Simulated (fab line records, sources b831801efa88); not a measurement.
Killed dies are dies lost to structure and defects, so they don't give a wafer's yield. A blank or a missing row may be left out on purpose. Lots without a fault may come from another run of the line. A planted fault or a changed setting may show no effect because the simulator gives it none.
One fault seen from 2 desks | flow gf180mcu | each desk has only its own numbers; what lay behind them comes last

THE METROLOGY DESK
What the gauges read, lot by lot, whatever tool the lot ran on: means of the sampled wafers that have a number. A lot is out of limits, marked OUT, if its mean lies more than 4 standard deviations from the usual mean; the brackets give that distance.
Columns: A = V4_W_RS at GF_V4_RS_MEAS_24, usual 0.328 ohm/sq; B = V4_W_THK at GF_V4_THK_MEAS_25, usual 344 nm
lot  | first seen here | A     | B
L209 | day 26 03:37    | 0.333 | 337
L211 | day 26 13:43    | 0.327 | 341
L217 | day 28 12:48    | 0.329 | 338
L218 | day 28 18:07    | 0.328 | 343
L220 | day 29 04:55    | 0.330 | 344
L227 | day 31 02:52    | 0.326 | 346
This desk's finding: nothing out of limits on any of the 6 lots.

THE TOOL OWNER'S DESK: pvd_sputter-03
The tool's own readings at GF_MIM_SPUTTER_04 (material TiN, target thk 50 nm, time 41.7 s): means of the sampled wafers that have a number, for each lot that ran on this tool. A lot is out of limits, marked OUT, if its mean lies more than 4 standard deviations from the usual mean; the brackets give that distance.
Columns: A = cathode_dc_power_W at GF_MIM_SPUTTER_04, usual 6500.0 W; B = chamber_pressure_pa at GF_MIM_SPUTTER_04, usual 0.4000 Pa; C = throttle_valve_pct at GF_MIM_SPUTTER_04, usual 30.1 %
lot  | first seen here | A      | B      | C
L209 | day 26 04:16    | 6500.0 | 0.4001 | 29.8
L211 | day 26 14:19    | 6499.7 | 0.3992 | 30.2
L227 | day 31 03:32    | 6500.8 | 0.3999 | 30.4
This desk's finding: nothing out of limits on any of the 3 lots.

PUT TOGETHER
The metrology desk saw nothing out of limits.
The tool owner's desk saw nothing out of limits.

WHAT THE SIMULATOR HAD PUT IN
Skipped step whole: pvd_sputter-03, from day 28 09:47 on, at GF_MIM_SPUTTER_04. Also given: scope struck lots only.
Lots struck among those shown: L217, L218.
